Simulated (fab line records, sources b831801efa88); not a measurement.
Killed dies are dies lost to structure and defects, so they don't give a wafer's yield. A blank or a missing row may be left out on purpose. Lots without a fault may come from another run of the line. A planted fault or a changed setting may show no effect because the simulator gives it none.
Which tool did it? | flow sky130 | 13 lots, 39 wafers sampled, at 4 steps of a route of 708

WHAT THE GAUGES READ, wafer by wafer
SKY_SONOS_ONO_CD_MEAS_13: target cd 410 nm.
lot  | measured     | on        | cd_nm (nm)
L291 | day 12 12:52 | cd_sem-02 | 405.9 408.2 406.9
L292 | day 12 16:52 | cd_sem-01 | 413.7 414.7 413.5
L293 | day 13 00:43 | cd_sem-02 | 410.4 410.4 410.5
L294 | day 13 08:54 | cd_sem-01 | 411.4 410.3 410.2
L295 | day 13 20:05 | cd_sem-02 | 406.8 409.8 408.1
L299 | day 15 09:40 | cd_sem-01 | 409.7 409.6 409.4
L302 | day 17 01:13 | cd_sem-01 | 406.4 408.7 409.2
L301 | day 17 02:50 | cd_sem-01 | 410.9 410.8 411.8
L304 | day 17 07:50 | cd_sem-01 | 410.3 410.0 411.4
L305 | day 17 17:14 | cd_sem-02 | 408.2 407.5 410.8
L307 | day 18 02:16 | cd_sem-02 | 411.6 412.0 412.7
L312 | day 19 16:10 | cd_sem-01 | 411.3 408.7 410.2
L313 | day 19 21:08 | cd_sem-01 | 413.5 410.9 411.6

SKY_POLY_GATE_THK_MEAS_04.
lot  | measured     | on            | POLY_GATE_CVD_03_THK (nm)
L291 | day 15 01:43 | film_metro-02 | 75.7 76.0 75.5
L292 | day 15 07:05 | film_metro-03 | 74.5 75.4 75.1
L293 | day 15 17:12 | film_metro-02 | 76.7 76.2 75.9
L294 | day 16 00:05 | film_metro-03 | 75.0 75.1 74.9
L295 | day 16 13:37 | film_metro-03 | 75.7 76.7 76.5
L299 | day 18 03:02 | film_metro-02 | 76.7 76.5 76.5
L302 | day 20 01:04 | film_metro-03 | 75.7 74.9 75.3
L301 | day 19 23:42 | film_metro-02 | 75.1 76.3 75.8
L304 | day 20 05:47 | film_metro-04 | 76.9 76.6 76.4
L305 | day 20 14:24 | film_metro-03 | 76.6 76.3 76.8
L307 | day 20 22:37 | film_metro-03 | 76.0 75.8 75.6
L312 | day 22 12:48 | film_metro-02 | 76.3 76.0 76.2
L313 | day 22 16:23 | film_metro-02 | 76.0 76.1 75.8

SKY_POLY_GATE_OVL_MEAS_14.
lot  | measured     | on         | POLY_GATE_OVL (nm)
L291 | day 16 06:13 | overlay-01 | 8 1 9
L292 | day 16 11:08 | overlay-01 | -4 0 -2
L293 | day 16 20:34 | overlay-01 | 1 -6 -6
L294 | day 17 04:41 | overlay-02 | 1 -5 2
L295 | day 17 18:19 | overlay-02 | 3 1 4
L299 | day 19 09:28 | overlay-01 | 4 7 5
L302 | day 21 07:18 | overlay-02 | -4 1 -7
L301 | day 21 06:22 | overlay-01 | 8 9 4
L304 | day 21 12:15 | overlay-02 | 8 9 9
L305 | day 21 20:52 | overlay-01 | -1 1 7
L307 | day 22 05:25 | overlay-01 | -5 -2 -1
L312 | day 23 19:15 | overlay-01 | 6 3 5
L313 | day 23 22:35 | overlay-01 | 7 -3 3

WHICH TOOL RAN EACH LOT (tool, then ch and the chambers of the sampled wafers, then the start)
lot  | SKY_GATE_OXIDE_WET_ETCH_12
L291 | wet_bench-02 ch 2, day 13 16:50
L292 | wet_bench-02 ch 0, day 13 22:44
L293 | wet_bench-01 ch 1, day 14 04:56
L294 | wet_bench-02 ch 2, day 14 12:23
L295 | wet_bench-02 ch 3, day 15 02:11
L299 | wet_bench-01 ch 1, day 16 15:42
L302 | wet_bench-03 ch 0, day 18 12:23
L301 | wet_bench-01 ch 3, day 18 12:09
L304 | wet_bench-01 ch 1, day 18 15:56
L305 | wet_bench-01 ch 2, day 19 02:11
L307 | wet_bench-01 ch 3, day 19 10:50
L312 | wet_bench-02 ch 2, day 21 01:11
L313 | wet_bench-03 ch 1, day 21 05:30
- SKY_GATE_OXIDE_WET_ETCH_12: etches SiO2 in dHF, target depth 16.8 nm, time 336 s.

WHAT THE TOOLS THEMSELVES READ (means of the sampled wafers that have a number; where no wafer has one, the mark that the record gives instead)
SKY_GATE_OXIDE_WET_ETCH_12.
lot  | tool         | run_length_s (s)
L291 | wet_bench-02 | 369
L292 | wet_bench-02 | 368
L293 | wet_bench-01 | 362
L294 | wet_bench-02 | 361
L295 | wet_bench-02 | 364
L299 | wet_bench-01 | 370
L302 | wet_bench-03 | 368
L301 | wet_bench-01 | 368
L304 | wet_bench-01 | 370
L305 | wet_bench-01 | 370
L307 | wet_bench-01 | 349
L312 | wet_bench-02 | 362
L313 | wet_bench-03 | 361

THE ANSWER, worked out from the rows above alone
Rule: what is usual is taken from the lots themselves. Put in order of their means at a reading, lots are off if they are a third of the lots or fewer, leave a main group of 4 or more, and stand apart from it by a gap of 3 or more times the standard deviation of the main group's means; of several such gaps the widest counts. A main group whose means are all the same, to the digits that the tables above print for the reading, isn't used. A lot without any number at a reading at which 4 lots or more have one is off too. The other lots that the step has rows for count as sound. The gauges are gone through in route order, then the tools' own readings, and for those a lot's mean is taken as printed above. The first step at which some lot is off is used, and at that step the reading that is off furthest; a lot without a number counts as furthest.
Off: L307, at SKY_GATE_OXIDE_WET_ETCH_12 (run_length_s). The main group: mean 366 s, standard deviation 3.6.
A tool fits if, at that step or a process step before it, it ran every lot that is off, and no sound lot after the first of them. One fits: wet_bench-01 at SKY_GATE_OXIDE_WET_ETCH_12. Its last sound lot is L305 (day 19 02:11), its first lot that is off L307 (day 19 10:50): a fault that began between those two fits.

WHAT THE SIMULATOR HAD PUT IN
Process parameter drift: wet_bench-01, from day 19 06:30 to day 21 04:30, at SKY_GATE_OXIDE_WET_ETCH_12. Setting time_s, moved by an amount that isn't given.
Lots struck among those shown: L307. The rule above found the same.
